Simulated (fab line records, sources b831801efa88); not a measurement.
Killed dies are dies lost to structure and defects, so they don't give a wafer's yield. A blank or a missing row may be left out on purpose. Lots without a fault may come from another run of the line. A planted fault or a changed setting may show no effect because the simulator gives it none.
Which tool did it? | flow sky130 | 24 lots, 72 wafers sampled, at 6 steps of a route of 708

WHAT THE GAUGES READ, wafer by wafer
SKY_FIELD_ISO_THK_MEAS_04. Usual: FIELD_ISO_CVD_03_THK 164.5 nm, standard deviation 1.5.
lot  | measured    | on            | FIELD_ISO_CVD_03_THK (nm) | flag
L074 | day 1 14:10 | film_metro-04 | 167.1 167.9 164.2         |
L075 | day 1 18:52 | film_metro-01 | 164.3 165.4 163.9         |
L076 | day 2 03:26 | film_metro-04 | 164.1 163.8 163.8         |
L077 | day 2 05:14 | film_metro-04 | 164.6 164.4 165.9         |
L078 | day 2 10:09 | film_metro-04 | 163.4 162.4 162.8         |
L079 | day 2 14:39 | film_metro-04 | 165.1 165.1 165.7         |
L080 | day 2 19:53 | film_metro-02 | 163.6 166.7 166.3         |
L081 | day 3 00:48 | film_metro-02 | 165.2 164.8 165.6         |
L082 | day 3 08:40 | film_metro-02 | 166.6 166.5 166.3         |
L083 | day 3 13:32 | film_metro-02 | 166.8 166.6 166.3         |
L084 | day 3 17:43 | film_metro-04 | 166.7 164.4 165.3         |
L085 | day 3 21:58 | film_metro-04 | 164.6 166.2 164.7         |
L086 | day 4 02:34 | film_metro-04 | 167.7 165.7 166.7         |
L087 | day 4 06:36 | film_metro-01 | 161.8 162.2 163.8         |
L088 | day 4 11:30 | film_metro-02 | 162.9 163.1 162.8         |
L089 | day 4 18:47 | film_metro-01 | 164.5 164.7 163.5         |
L090 | day 4 23:15 | film_metro-01 | 163.4 161.6 162.6         |
L091 | day 5 04:17 | film_metro-02 | 163.0 163.5 162.1         |
L092 | day 5 08:19 | film_metro-04 | 161.5 162.1 160.7         |
L093 | day 5 12:30 | film_metro-01 | 163.5 163.4 162.6         |
L094 | day 5 18:19 | film_metro-02 | 164.8 165.4 165.3         |
L095 | day 6 00:32 | film_metro-04 | 164.8 163.9 165.0         |
L096 | day 6 03:58 | film_metro-04 | 162.7 163.8 163.8         |
L097 | day 6 09:28 | film_metro-02 | 164.2 165.5 164.2         |

SKY_SONOS_ONO_THK_MEAS_03. Usual: SONOS_ONO_CVD_02_THK 10.54 nm, standard deviation 0.15.
lot  | measured     | on            | SONOS_ONO_CVD_02_THK (nm) | flag
L074 | day 11 08:29 | film_metro-04 | 10.79 10.82 10.75         |
L075 | day 11 16:39 | film_metro-01 | 10.72 10.63 10.74         |
L076 | day 12 13:16 | film_metro-04 | 10.42 10.60 10.45         |
L077 | day 12 17:26 | film_metro-04 | 10.65 10.65 10.72         |
L078 | day 13 06:19 | film_metro-04 | 10.58 10.57 10.48         |
L079 | day 13 12:16 | film_metro-02 | 10.56 10.60 10.55         |
L080 | day 13 22:07 | film_metro-04 | 10.57 10.53 10.40         |
L081 | day 13 22:07 | film_metro-01 | 10.33 10.30 10.35         |
L082 | day 14 06:22 | film_metro-02 | 10.34 10.41 10.40         |
L083 | day 14 11:17 | film_metro-02 | 10.48 10.33 10.47         |
L084 | day 15 01:41 | film_metro-01 | 10.59 10.53 10.58         |
L085 | day 15 07:07 | film_metro-02 | 10.16 10.36 10.20         |
L086 | day 15 11:17 | film_metro-04 | 10.40 10.49 10.53         |
L087 | day 15 15:35 | film_metro-04 | 10.60 10.55 10.54         |
L088 | day 15 21:22 | film_metro-01 | 10.61 10.54 10.67         |
L089 | day 16 06:53 | film_metro-01 | 10.50 10.50 10.45         |
L090 | day 16 22:46 | film_metro-01 | 10.66 10.78 10.79         |
L091 | day 17 04:41 | film_metro-02 | 10.36 10.42 10.45         |
L092 | day 17 11:01 | film_metro-01 | 10.42 10.32 10.51         |
L093 | day 17 22:38 | film_metro-01 | 10.59 10.73 10.67         |
L094 | day 18 03:20 | film_metro-02 | 10.69 10.60 10.70         |
L095 | day 18 08:05 | film_metro-01 | 10.62 10.61 10.64         |
L096 | day 18 13:03 | film_metro-04 | 10.52 10.48 10.60         |
L097 | day 18 23:22 | film_metro-01 | 10.72 10.63 10.64         |

SKY_SD_P_OVL_MEAS_08. Usual: SD_P_OVL 0.4 nm, standard deviation 1.4.
lot  | measured     | on         | SD_P_OVL (nm)  | flag
L074 | day 25 09:28 | overlay-02 | 0.6 2.2 -0.3   |
L075 | day 25 14:32 | overlay-02 | 1.3 1.1 1.3    |
L076 | day 26 13:28 | overlay-02 | 1.7 3.0 1.9    |
L077 | day 26 16:22 | overlay-01 | -1.5 -0.8 -2.0 |
L078 | day 28 00:16 | overlay-02 | -0.4 1.2 1.2   |
L079 | day 28 04:58 | overlay-02 | 1.8 0.0 1.8    |
L080 | day 28 03:34 | overlay-01 | -0.4 -0.5 -0.7 |
L081 | day 28 04:22 | overlay-01 | -1.8 -2.6 -1.7 |
L082 | day 28 09:46 | overlay-02 | 1.0 1.0 -0.4   |
L083 | day 28 16:52 | overlay-02 | 1.6 -0.8 2.0   |
L084 | day 29 11:52 | overlay-01 | -0.9 -0.9 0.0  |
L085 | day 29 09:13 | overlay-01 | 0.7 -0.9 0.4   |
L086 | day 29 14:46 | overlay-01 | 0.0 1.2 0.3    |
L087 | day 29 22:49 | overlay-01 | 1.8 -0.2 2.0   |
L088 | day 30 03:04 | overlay-02 | 0.7 2.3 1.7    |
L089 | day 30 10:43 | overlay-02 | -0.8 1.3 2.2   |
L090 | day 31 02:13 | overlay-02 | 0.7 0.9 0.1    |
L091 | day 31 06:43 | overlay-01 | -1.8 -0.8 -3.0 |
L092 | day 31 12:13 | overlay-02 | 0.4 2.4 0.8    |
L093 | day 31 21:04 | overlay-02 | 2.2 2.6 1.2    |
L094 | day 32 01:55 | overlay-02 | 1.3 1.9 0.7    |
L095 | day 32 06:31 | overlay-02 | 2.0 -0.7 0.0   |
L096 | day 32 14:40 | overlay-01 | -0.6 0.1 -1.5  |
L097 | day 32 21:01 | overlay-02 | 1.4 0.8 1.5    |

SKY_METAL1_OVL_MEAS_16. Usual: METAL1_OVL 3 nm, standard deviation 5.9.
lot  | measured     | on         | METAL1_OVL (nm) | flag
L074 | day 32 16:19 | overlay-01 | 9 11 2          |
L075 | day 32 22:48 | overlay-01 | -12 -9 -6       |
L076 | day 33 17:49 | overlay-01 | 13 5 5          |
L077 | day 33 21:37 | overlay-02 | 3 0 -1          |
L078 | day 35 04:34 | overlay-02 | -1 5 8          |
L079 | day 35 09:01 | overlay-01 | 1 5 0           |
L080 | day 35 08:05 | overlay-02 | 17 14 9         |
L081 | day 35 07:37 | overlay-02 | 7 9 11          |
L082 | day 35 11:16 | overlay-02 | 3 -1 2          |
L083 | day 35 16:54 | overlay-01 | -2 3 -2         |
L084 | day 36 13:07 | overlay-02 | 4 6 10          |
L085 | day 36 09:12 | overlay-01 | -5 2 3          |
L086 | day 36 13:40 | overlay-02 | 14 16 8         |
L087 | day 36 22:22 | overlay-01 | 5 11 5          |
L088 | day 37 01:51 | overlay-01 | 9 6 8           |
L089 | day 37 09:37 | overlay-02 | -5 -6 6         |
L090 | day 37 22:29 | overlay-02 | 8 11 7          |
L091 | day 38 03:58 | overlay-01 | -7 -1 -4        |
L092 | day 38 11:41 | overlay-01 | -4 -1 -4        |
L093 | day 38 17:34 | overlay-01 | 1 0 2           |
L094 | day 38 20:46 | overlay-01 | 2 6 2           |
L095 | day 39 01:14 | overlay-01 | -1 -1 3         |
L096 | day 39 09:34 | overlay-01 | 1 -6 -3         |
L097 | day 39 16:55 | overlay-01 | -4 3 3          |

SKY_METAL3_CD_MEAS_13: target cd 300 nm. Usual: cd_nm 300.6 nm, standard deviation 1.2.
lot  | measured     | on        | cd_nm (nm)        | flag
L074 | day 38 10:49 | cd_sem-02 | 301.7 300.4 301.3 |
L075 | day 38 16:32 | cd_sem-02 | 300.8 300.3 300.5 |
L076 | day 39 10:42 | cd_sem-01 | 298.3 300.4 299.3 |
L077 | day 39 13:37 | cd_sem-02 | 302.3 300.0 302.7 |
L078 | day 40 18:23 | cd_sem-01 | 300.3 299.7 298.4 |
L079 | day 40 22:59 | cd_sem-02 | 302.3 300.1 300.7 |
L080 | day 40 20:45 | cd_sem-02 | 302.5 302.1 303.8 |
L081 | day 40 19:40 | cd_sem-02 | 299.4 299.5 299.9 |
L082 | day 40 23:48 | cd_sem-02 | 299.7 299.0 301.2 |
L083 | day 41 05:11 | cd_sem-01 | 301.3 300.7 301.5 |
L084 | day 42 00:19 | cd_sem-01 | 299.9 299.2 299.1 |
L085 | day 41 21:05 | cd_sem-02 | 301.9 300.0 300.7 |
L086 | day 42 00:40 | cd_sem-02 | 302.7 302.9 301.6 |
L087 | day 42 07:25 | cd_sem-01 | 300.1 299.8 300.3 |
L088 | day 42 10:32 | cd_sem-02 | 302.1 301.4 299.8 |
L089 | day 42 18:23 | cd_sem-01 | 300.5 299.9 301.1 |
L090 | day 43 04:31 | cd_sem-02 | 300.1 299.6 299.6 |
L091 | day 43 08:29 | cd_sem-01 | 301.6 301.4 301.8 |
L092 | day 43 17:58 | cd_sem-02 | 300.8 300.8 302.2 |
L093 | day 43 23:29 | cd_sem-02 | 298.4 299.3 300.1 |
L094 | day 44 01:41 | cd_sem-02 | 301.3 301.6 301.5 |
L095 | day 44 04:29 | cd_sem-02 | 300.5 302.1 300.1 |
L096 | day 44 14:36 | cd_sem-02 | 298.4 299.6 298.6 |
L097 | day 44 19:48 | cd_sem-01 | 298.8 300.6 300.1 |

WHICH TOOL RAN EACH LOT (tool, then ch and the chambers of the sampled wafers, then the start)
lot  | SKY_SONOS_ONO_ETCH_15
L074 | rie_diel-03 ch 0,1,2, day 12 10:06
L075 | rie_diel-03 ch 0,1,3, day 12 18:17
L076 | rie_diel-04 ch 2,3, day 13 15:08
L077 | rie_diel-03 ch 1,3, day 13 19:24
L078 | rie_diel-01 ch 0,1,3, day 15 02:54
L079 | rie_diel-03 ch 1,3, day 15 03:03
L080 | rie_diel-04 ch 0,2, day 15 03:12
L081 | rie_diel-01 ch 0,1,3, day 15 03:21
L082 | rie_diel-03 ch 2,3, day 15 10:33
L083 | rie_diel-04 ch 0,2, day 15 14:34
L084 | rie_diel-01 ch 0,2,3, day 16 06:03
L085 | rie_diel-04 ch 1,2, day 16 12:15
L086 | rie_diel-01 ch 1,3, day 16 17:17
L087 | rie_diel-03 ch 0,2, day 16 20:48
L088 | rie_diel-03 ch 1,2,3, day 17 02:45
L089 | rie_diel-01 ch 0,2,3, day 17 13:02
L090 | rie_diel-04 ch 2,3, day 18 05:17
L091 | rie_diel-01 ch 1,2,3, day 18 10:42
L092 | rie_diel-01 ch 0,1,2, day 18 17:18
L093 | rie_diel-01 ch 0,1, day 19 06:17
L094 | rie_diel-01 ch 0,1,2, day 19 11:18
L095 | rie_diel-04 ch 0,1,3, day 19 15:56
L096 | rie_diel-03 ch 0,2, day 19 21:32
L097 | rie_diel-03 ch 1,2, day 20 07:14
- SKY_SONOS_ONO_ETCH_15: etches the open film in CHF3/O2, target depth 19.52 nm, time 7.8 s.

WHAT THE TOOLS THEMSELVES READ (means of the sampled wafers that have a number; where no wafer has one, the mark that the record gives instead)
SKY_SONOS_ONO_ETCH_15. Usual: drypump_motor_current_A 5.7 A, standard deviation 0.5; oes_product_au 1.002 a.u., standard deviation 0.0077; throttle_valve_pct 8.825 %, standard deviation 0.0089.
lot  | tool        | drypump_motor_current_A (A) | oes_product_au (a.u.) | throttle_valve_pct (%) | flag
L074 | rie_diel-03 | 5.0                         | 1.004                 | 8.823                  |
L075 | rie_diel-03 | 5.5                         | 1.011                 | 8.828                  |
L076 | rie_diel-04 | 5.9                         | 1.002                 | 8.828                  |
L077 | rie_diel-03 | 6.0                         | 1.001                 | 8.825                  |
L078 | rie_diel-01 | 5.7                         | 1.007                 | 8.824                  |
L079 | rie_diel-03 | 6.1                         | 0.990                 | 8.827                  |
L080 | rie_diel-04 | 6.1                         | 0.997                 | 8.828                  |
L081 | rie_diel-01 | 5.7                         | 1.001                 | 8.828                  |
L082 | rie_diel-03 | 5.9                         | 1.010                 | 8.827                  |
L083 | rie_diel-04 | 6.1                         | 1.003                 | 8.823                  |
L084 | rie_diel-01 | 5.8                         | 1.001                 | 8.823                  |
L085 | rie_diel-04 | 6.1                         | 1.004                 | 8.822                  |
L086 | rie_diel-01 | 5.6                         | 1.002                 | 8.840                  |
L087 | rie_diel-03 | 4.9                         | 1.000                 | 8.826                  |
L088 | rie_diel-03 | 5.6                         | 1.002                 | 8.826                  |
L089 | rie_diel-01 | 5.8                         | 0.997                 | 8.815                  |
L090 | rie_diel-04 | 5.8                         | 0.997                 | 8.827                  |
L091 | rie_diel-01 | 5.7                         | 1.002                 | 8.825                  |
L092 | rie_diel-01 | 5.6                         | 1.001                 | 8.833                  |
L093 | rie_diel-01 | 5.5                         | 1.004                 | 8.818                  |
L094 | rie_diel-01 | 5.6                         | 1.011                 | 8.818                  |
L095 | rie_diel-04 | 6.1                         | 1.000                 | 8.825                  |
L096 | rie_diel-03 | 4.8                         | 1.003                 | 8.811                  |
L097 | rie_diel-03 | 5.2                         | 0.995                 | 8.827                  |

THE ANSWER, worked out from the rows above alone
Rule: a lot is off if the mean of its wafers that have a number lies more than 3 standard deviations from the usual mean. A lot without any number at a reading at which 4 lots or more have one is off too. The other lots that the step has rows for count as sound. The gauges are gone through in route order, then the tools' own readings, and for those a lot's mean is taken as printed above. The first step at which some lot is off is used, and at that step the reading that is off furthest; a lot without a number counts as furthest.
No lot is off at any reading shown: from this, nothing can be told.

WHAT THE SIMULATOR HAD PUT IN
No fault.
